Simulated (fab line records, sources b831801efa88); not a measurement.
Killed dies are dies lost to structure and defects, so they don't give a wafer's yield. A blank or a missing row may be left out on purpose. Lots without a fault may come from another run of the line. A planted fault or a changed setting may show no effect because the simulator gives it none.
fab line records | flow sky130
record lots=7 wafers=21 last_day=50
route steps=708 shown VT_ADJUST_NCORE@128 VT_ADJUST_HVTR@131 PAD_OPEN@708
lots that met no fault: from a run of the same line without faults
start_h: hours from the record's first day to the start of the lot's first wafer shown | wait_h: hours since the lot's step before | " the same as in the row above | L1.1+2: a row that stands for several wafers | - no value, or no start given | * or withheld: withheld | < > ~ a bound
route shown NAME@n: a module of which the file shows steps, and the number in the route of the first | usual: mean/standard deviation of fault-free wafers | same: alike in all rows | chamber/n: place in a boat | sites: the reading at each site | _std_site: their standard deviation | _edge_site: outer sites' mean less inner sites' | radius_mm: how far each site lies from the wafer's centre | mask NAME#n: copy n | behind: the tool/chamber that last shaped the wafer | hold: why the lot was held/for how many hours/how that ended | device: the transistor (n, p or np) that didn't switch | end of line: the same wafers' tests at the end of the route | a step without rows: its recipe alone | killed: dies lost to structure and defects at the first sort, not the wafer's yield | map: a wafer's dies, x killed, . not, _ none there
set.NAME: the setting as run; set.NAME@STEP: as run at that earlier step | model.NAME: the simulator's own value behind a step, which no gauge read
lots at some steps of the route; a table a step, a row a wafer
services: from which hour (start_h, from the record's first day; less than 0 if before it) a tool's chamber was out of use, for how many hours, and why
## steps
# step SKY_VT_ADJUST_NCORE_IMPLANT_09
# recipe species=B energy_kev=10 dose_cm2=2.4e+12 tilt_deg=withheld
# step SKY_VT_ADJUST_NCORE_STRIP_10
# recipe chemistry=O2/N2 power_w=1400 pressure_mtorr=1500 platen_temp_c=withheld o2_flow_sccm=3000 n2_flow_sccm=300 overash_fraction=0.5
# usual drypump_motor_current_A=5.9/0.47 oes_product_au=0.716/0.0044 strip_time_to_endpoint_s=14.17/0.045
# columns lot.wafer tool chamber start_h wait_h drypump_motor_current_A oes_product_au rf_hours_counter_h strip_time_to_endpoint_s
L244.1 plasma_asher-03 0 196.21 0.1 6.1 0.716 40 14.15
L244.2 " 1 " " 6.3 0.715 40 14.13
L244.4 " 1 " " 6.3 0.712 - 14.19
L246.1 plasma_asher-01 1 206.12 0.1 5.7 0.717 54 14.17
L246.5 " 1 " " 5.7 0.718 - 14.23
L246.6 " 0 " " 5.9 0.717 - 14.20
L253.1 plasma_asher-01 1 249.46 0.1 5.7 0.719 58 14.24
L253.2 " 0 " " 5.9 0.717 58 14.23
L253.3 " 0 " " 5.9 0.712 - 14.21
L254.2 plasma_asher-01 0 260.78 0.1 5.9 0.714 59 14.18
L254.5 " 0 " " 5.9 0.720 - 14.20
L254.6 " 1 " " 5.7 0.711 - 14.15
L255.1 plasma_asher-03 0 272.11 0.1 6.1 0.725 47 14.14
L255.2 " 1 " " 6.3 0.717 47 14.18
L255.4 " 0 " " 6.1 0.712 - 14.13
L261.2 plasma_asher-01 1 310.43 0.1 5.7 0.719 64 14.19
L261.4 " 1 " " 5.7 0.712 - 14.14
L261.6 " 0 " " 5.9 0.716 - 14.16
L266.1 plasma_asher-03 0 346.26 0.1 6.1 0.718 54 14.20
L266.2 " 1 " " 6.3 0.715 54 14.25
L266.4 " 1 " " 6.3 0.721 - 14.21
# step SKY_VT_ADJUST_NCORE_TW_MEAS_11
# usual VT_ADJUST_NCORE_TW=220.1/1.7
# columns lot.wafer tool chamber start_h wait_h VT_ADJUST_NCORE_TW
L244.1 film_metro-03 - 196.31 0.1 218.6
L244.2 " - " " 218.3
L244.4 " - " " 219.0
L246.1 film_metro-04 - 206.22 0.1 219.0
L246.5 " - " " 219.0
L246.6 " - " " 219.4
L253.1 film_metro-04 - 249.56 0.1 220.0
L253.2 " - " " 220.3
L253.3 " - " " 220.9
L254.2 film_metro-01 - 260.89 0.1 222.9
L254.5 " - " " 222.5
L254.6 " - " " 222.7
L255.1 film_metro-03 - 272.21 0.1 221.4
L255.2 " - " " 223.2
L255.4 " - " " 222.9
L261.2 film_metro-04 - 310.54 0.1 219.0
L261.4 " - " " 218.4
L261.6 " - " " 219.1
L266.1 film_metro-04 - 346.36 0.1 218.9
L266.2 " - " " 218.5
L266.4 " - " " 219.4
# step SKY_VT_ADJUST_HVTR_DEHYDRATE_00
# recipe temp_c=200 time_s=60
# step SKY_VT_ADJUST_HVTR_HMDS_01
# recipe prime_time_s=60 prime_temp_c=120
# step SKY_VT_ADJUST_HVTR_COAT_02
# recipe resist=NOVOLAK spin_rpm=3000 resist_thk_nm=1140
# step SKY_VT_ADJUST_HVTR_SOFTBAKE_03
# recipe temp_c=90 time_s=60 resist=NOVOLAK
# step SKY_VT_ADJUST_HVTR_EXPOSE_04
# recipe mask_id=HVTRM target_cd_nm=380 na=0.6 source_shape=conventional sigma_outer=0.6 dose_mj=150
# step SKY_VT_ADJUST_HVTR_PEB_05
# recipe temp_c=withheld time_s=* resist=NOVOLAK
# step SKY_VT_ADJUST_HVTR_DEVELOP_06
# recipe develop_time_s=60 dev_temp_c=23
# step SKY_VT_ADJUST_HVTR_CD_MEAS_07
# recipe target_cd_nm=380
# usual cd_nm=380.3/2.7
# columns lot.wafer tool chamber start_h wait_h cd_nm
L244.1 cd_sem-02 - 218.19 0.1 380.3
L244.2 " - " " 381.1
L244.4 " - " " 377.0
L246.1 cd_sem-02 - 228.52 0.1 382.3
L246.5 " - " " 379.6
L246.6 " - " " 381.2
L253.1 cd_sem-02 - 274.16 0.1 376.8
L253.2 " - " " 380.7
L253.3 " - " " 383.5
L254.2 cd_sem-01 - 285.24 0.1 376.9
L254.5 " - " " 373.4
L254.6 " - " " 375.4
L255.1 cd_sem-01 - 297.26 0.1 381.0
L255.2 " - " " 379.0
L255.4 " - " " 380.3
L261.2 cd_sem-01 - 336.56 0.1 385.1
L261.4 " - " " 384.6
L261.6 " - " " 386.1
L266.1 cd_sem-01 - 374.17 0.1 376.0
L266.2 " - " " 375.2
L266.4 " - " " 373.7
# step SKY_VT_ADJUST_HVTR_OVL_MEAS_08
# usual VT_ADJUST_HVTR_OVL=-0.7/1.5
# columns lot.wafer tool chamber start_h wait_h VT_ADJUST_HVTR_OVL[nm]
L244.1 overlay-02 - 218.31 0.1 -2.4
L244.2 " - " " -1.8
L244.4 " - " " -0.4
L246.1 overlay-02 - 228.64 0.1 -3.7
L246.5 " - " " -3.8
L246.6 " - " " -3.8
L253.1 overlay-02 - 274.28 0.1 0.5
L253.2 " - " " 0.3
L253.3 " - " " 0.6
L254.2 overlay-01 - 285.35 0.1 -2.9
L254.5 " - " " -1.1
L254.6 " - " " -1.9
L255.1 overlay-01 - 297.38 0.1 1.6
L255.2 " - " " -2.0
L255.4 " - " " -0.7
L261.2 overlay-02 - 336.67 0.1 2.3
L261.4 " - " " 1.8
L261.6 " - " " 1.8
L266.1 overlay-01 - 374.29 0.1 -0.1
L266.2 " - " " 0.3
L266.4 " - " " 0.3
# step SKY_VT_ADJUST_HVTR_IMPLANT_09
# recipe species=B energy_kev=10 dose_cm2=2.1e+12 tilt_deg=withheld
# usual beam_energy_keV=9.999/0.003
# same implant_ion_amu=11
# columns lot.wafer tool chamber start_h wait_h beam_energy_keV model.implant.drp_nm
L244.1 implanter-04 0 218.35 0.0 9.996 17.11
L244.2 " 0 " " 10.000 17.11
L244.4 " 0 " " 10.003 17.11
L246.1 implanter-03 0 228.68 0.0 9.999 17.11
L246.5 " 0 " " 9.996 17.11
L246.6 " 0 " " 10.002 17.11
L253.1 implanter-03 0 274.31 0.0 10.176 17.32
L253.2 " 0 " " 10.174 17.32
L253.3 " 0 " " 10.172 17.32
L254.2 implanter-03 0 285.40 0.0 10.173 17.32
L254.5 " 0 " " 10.170 17.32
L254.6 " 0 " " 10.171 17.32
L255.1 implanter-03 0 297.41 0.0 10.174 17.32
L255.2 " 0 " " 10.179 17.32
L255.4 " 0 " " 10.178 17.32
L261.2 implanter-02 0 336.72 0.0 9.997 17.11
L261.4 " 0 " " 9.996 17.11
L261.6 " 0 " " 10.004 17.11
L266.1 implanter-03 0 374.33 0.0 10.002 17.11
L266.2 " 0 " " 10.001 17.11
L266.4 " 0 " " 10.004 17.11
# step SKY_VT_ADJUST_HVTR_STRIP_10
# recipe chemistry=O2/N2 power_w=1400 pressure_mtorr=1500 platen_temp_c=withheld o2_flow_sccm=3000 n2_flow_sccm=300 overash_fraction=0.5
# usual drypump_motor_current_A=6.2/0.52 oes_product_au=0.716/0.0049 strip_time_to_endpoint_s=14.18/0.038
# columns lot.wafer tool chamber start_h wait_h drypump_motor_current_A oes_product_au rf_hours_counter_h strip_time_to_endpoint_s
L244.1 plasma_asher-03 1 218.50 0.1 6.3 0.719 42 14.19
L244.2 " 0 " " 6.1 0.716 42 14.18
L244.4 " 1 " " 6.3 0.711 - 14.19
L246.1 plasma_asher-04 0 228.83 0.1 6.5 0.721 51 14.19
L246.5 " 0 " " 6.4 0.715 - 14.17
L246.6 " 1 " " 6.4 0.721 - 14.18
L253.1 plasma_asher-04 1 274.46 0.1 6.4 0.719 55 14.22
L253.2 " 0 " " 6.4 0.725 55 14.19
L253.3 " 0 " " 6.4 0.718 - 14.20
L254.2 plasma_asher-03 0 285.53 0.1 6.1 0.711 48 14.15
L254.5 " 0 " " 6.1 0.727 - 14.14
L254.6 " 1 " " 6.3 0.728 - 14.12
L255.1 plasma_asher-03 0 297.56 0.1 6.1 0.714 49 14.14
L255.2 " 1 " " 6.3 0.723 49 14.18
L255.4 " 0 " " 6.1 0.724 - 14.18
L261.2 plasma_asher-02 1 336.85 0.1 4.8 0.725 20 14.22
L261.4 " 1 " " 4.9 0.708 - 14.17
L261.6 " 0 " " 6.6 0.720 - 14.19
L266.1 plasma_asher-03 0 374.48 0.1 6.1 0.710 57 14.18
L266.2 " 1 " " 6.3 0.717 57 14.26
L266.4 " 1 " " 6.3 0.722 - 14.20
# step SKY_PAD_OPEN_PROBE_99
# usual killed_at_M0_to_M3=43/7.6 killed_at_M4_up=2.9/1.7 killed_at_contacts=24/5.5 killed_at_front_end=15/4.2 killed_at_other=0.3/0.52 killed_dies=86/9.4 killed_open=47/7 killed_short=39/6.4
# same gross_dies=492 killed_at_back_side=0
# columns lot.wafer tool chamber start_h wait_h killed_at_M0_to_M3 killed_at_M4_up killed_at_contacts killed_at_front_end killed_at_other killed_dies killed_open killed_short
L244.1 prober-02 - 1089.23 0.1 46 3 35 18 0 102 59 42
L244.2 prober-02 - 1089.28 0.1 52 4 25 11 1 93 51 40
L244.4 prober-02 - 1089.38 0.2 67 2 27 13 0 109 57 52
L246.1 prober-02 - 1097.95 0.1 46 4 23 18 0 91 54 37
L246.5 prober-02 - 1098.15 0.2 37 3 26 13 0 79 42 37
L246.6 prober-02 - 1098.20 0.2 45 3 25 11 0 84 42 42
L254.2 prober-01 - 1143.65 0.1 39 2 27 14 0 82 51 30
L254.5 prober-01 - 1143.80 0.2 48 4 29 11 0 92 51 41
L254.6 prober-01 - 1143.85 0.2 41 3 32 20 0 96 56 39
L255.1 prober-02 - 1151.93 0.1 31 6 19 15 0 71 31 36
L255.2 prober-02 - 1151.98 0.1 32 3 25 19 0 79 43 35
L255.4 prober-02 - 1152.08 0.2 38 2 29 14 0 83 46 35
L261.2 prober-02 - 1179.83 0.1 42 2 22 12 0 78 45 33
L261.4 prober-02 - 1179.93 0.2 36 2 27 17 0 82 47 35
L261.6 prober-02 - 1180.03 0.2 37 1 32 12 0 82 49 33
# killed by level:class
L244.1 LI_CONTACT:geometric_particle:open=12 CONTACT:geometric_particle:open=11 VIA1:geometric_particle:open=10 VIA1:geometric_particle:short=7 VIA2:geometric_particle:open=6 FIELD_ISO:geometric_particle:short=5 POLY_GATE:geometric_particle:open=5 CONTACT:geometric_particle:short=5
L244.2 VIA1:geometric_particle:open=14 VIA3:geometric_particle:open=13 CONTACT:geometric_particle:open=11 METAL2:geometric_particle:short=8 FIELD_ISO:geometric_particle:short=4 VIA2:geometric_particle:open=4 LOCAL_INTERCONNECT:geometric_particle:short=4 CONTACT:geometric_particle:short=4
L244.4 VIA1:geometric_particle:open=17 VIA2:geometric_particle:open=10 METAL1:geometric_particle:short=9 VIA1:geometric_particle:short=9 CONTACT:geometric_particle:short=8 CONTACT:geometric_particle:open=8 LI_CONTACT:geometric_particle:open=7 VIA3:geometric_particle:short=6
L246.1 CONTACT:geometric_particle:open=11 VIA3:geometric_particle:open=10 VIA2:geometric_particle:open=8 POLY_GATE:geometric_particle:open=6 VIA1:geometric_particle:short=6 CONTACT:geometric_particle:short=5 VIA1:geometric_particle:open=5 VIA3:geometric_particle:short=5
L246.5 LI_CONTACT:geometric_particle:open=11 VIA1:geometric_particle:open=8 CONTACT:geometric_particle:open=6 METAL1:geometric_particle:short=6 VIA3:geometric_particle:open=5 LOCAL_INTERCONNECT:geometric_particle:short=4 METAL2:geometric_particle:short=4 VIA1:geometric_particle:short=4
L246.6 CONTACT:geometric_particle:open=12 VIA1:geometric_particle:open=10 METAL2:geometric_particle:short=7 VIA2:geometric_particle:short=7 POLY_GATE:geometric_particle:short=6 LI_CONTACT:geometric_particle:open=6 VIA1:geometric_particle:short=4 METAL2:geometric_particle:open=4
L254.2 CONTACT:geometric_particle:open=12 VIA1:geometric_particle:open=10 CONTACT:geometric_particle:short=7 VIA2:geometric_particle:open=7 LI_CONTACT:geometric_particle:open=5 METAL1:geometric_particle:short=5 VIA3:geometric_particle:open=5 FIELD_ISO:geometric_particle:open=4
L254.5 CONTACT:geometric_particle:open=16 METAL2:geometric_particle:short=9 VIA1:geometric_particle:open=8 VIA3:geometric_particle:open=8 METAL1:geometric_particle:short=7 FIELD_ISO:geometric_particle:open=5 VIA2:geometric_particle:open=5 LI_CONTACT:geometric_particle:open=4
L254.6 CONTACT:geometric_particle:open=16 VIA1:geometric_particle:open=11 VIA3:geometric_particle:open=9 CONTACT:geometric_particle:short=7 FIELD_ISO:geometric_particle:short=6 VIA2:geometric_particle:open=5 FIELD_ISO:geometric_particle:open=4 LI_CONTACT:geometric_particle:short=4
L255.1 VIA1:geometric_particle:open=8 CONTACT:geometric_particle:open=7 CONTACT:geometric_particle:short=6 FIELD_ISO:geometric_particle:short=5 POLY_GATE:geometric_particle:short=5 VIA1:geometric_particle:short=4 VIA4:coat_microbubble_printed=4 FIELD_ISO:geometric_particle:open=3
L255.2 CONTACT:geometric_particle:open=10 LI_CONTACT:geometric_particle:open=7 POLY_GATE:geometric_particle:open=6 VIA3:geometric_particle:open=5 LI_CONTACT:geometric_particle:short=4 VIA1:geometric_particle:open=4 VIA3:geometric_particle:short=4 METAL2:geometric_particle:short=4
L255.4 CONTACT:geometric_particle:open=15 VIA1:geometric_particle:open=9 VIA3:geometric_particle:open=6 LI_CONTACT:geometric_particle:open=5 VIA1:geometric_particle:short=5 FIELD_ISO:geometric_particle:open=4 FIELD_ISO:geometric_particle:short=4 LOCAL_INTERCONNECT:geometric_particle:short=4
L261.2 VIA1:geometric_particle:open=11 CONTACT:geometric_particle:open=11 VIA1:geometric_particle:short=7 VIA3:geometric_particle:open=7 FIELD_ISO:geometric_particle:short=6 LOCAL_INTERCONNECT:geometric_particle:short=5 VIA2:geometric_particle:open=5 LI_CONTACT:geometric_particle:open=4
L261.4 VIA1:geometric_particle:open=10 CONTACT:geometric_particle:open=9 VIA2:geometric_particle:open=7 FIELD_ISO:geometric_particle:short=6 CONTACT:geometric_particle:short=6 LI_CONTACT:geometric_particle:open=5 VIA3:geometric_particle:open=5 FIELD_ISO:geometric_particle:open=4
L261.6 CONTACT:geometric_particle:open=14 VIA1:geometric_particle:open=11 LI_CONTACT:geometric_particle:open=7 VIA3:geometric_particle:short=5 METAL1:geometric_particle:short=5 LOCAL_INTERCONNECT:geometric_particle:short=4 CONTACT:geometric_particle:short=4 VIA1:geometric_particle:short=4
## services
# columns tool chamber start_h hours kind
plasma_asher-04 - 202.63 2.8 pm
implanter-03 - 232.77 2.1 repair
plasma_asher-02 - 232.91 1.6 repair
plasma_asher-02 - 235.55 0.8 repair
implanter-02 - 252.25 2.7 repair
plasma_asher-02 - 256.78 2.8 pm
plasma_asher-01 - 281.11 2.8 pm
plasma_asher-02 - 286.43 2.3 repair
implanter-04 - 306.91 4.4 pm
plasma_asher-02 - 315.89 3.8 repair
implanter-03 - 316.27 5.9 repair
implanter-03 - 317.81 1.9 repair
implanter-02 - 325.12 0.6 repair
implanter-04 - 335.67 3.4 repair
implanter-03 - 338.10 2.6 repair
implanter-03 - 340.23 2.8 repair
implanter-03 - 346.04 9.6 pm
plasma_asher-01 - 346.57 3.3 pm
implanter-04 - 364.07 1.7 repair
## key
first_sign step=SKY_VT_ADJUST_HVTR_IMPLANT_09 reading=beam_energy_keV direction=up sigmas=58 usual=* struck=*
effect none on later readings
model_effect step=SKY_VT_ADJUST_HVTR_IMPLANT_09 value=implant.drp_nm without=17.11 struck=17.32
met_at SKY_VT_ADJUST_HVTR_IMPLANT_09
struck_wafers L253.1,L253.2,L253.3,L254.2,L254.5,L254.6,L255.1,L255.2,L255.4
tester_left_out L253,L254,L255
onset_between 228.68 274.31
fault kind=process_parameter_drift tool=implanter-03 chamber=- onset_h=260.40 steps=SKY_VT_ADJUST_HVTR_IMPLANT_09 channel=energy_kev offset=* shape=step end_h=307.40 acts_in=* stated=*
# tester_left_out: of these lots the tester's yield and bins aren't shown, on N5 and GAA mostly nor the transistor test; their killed dies are dies lost to structure and defects alone, not to doping, threshold or leakage, so they don't give the yield
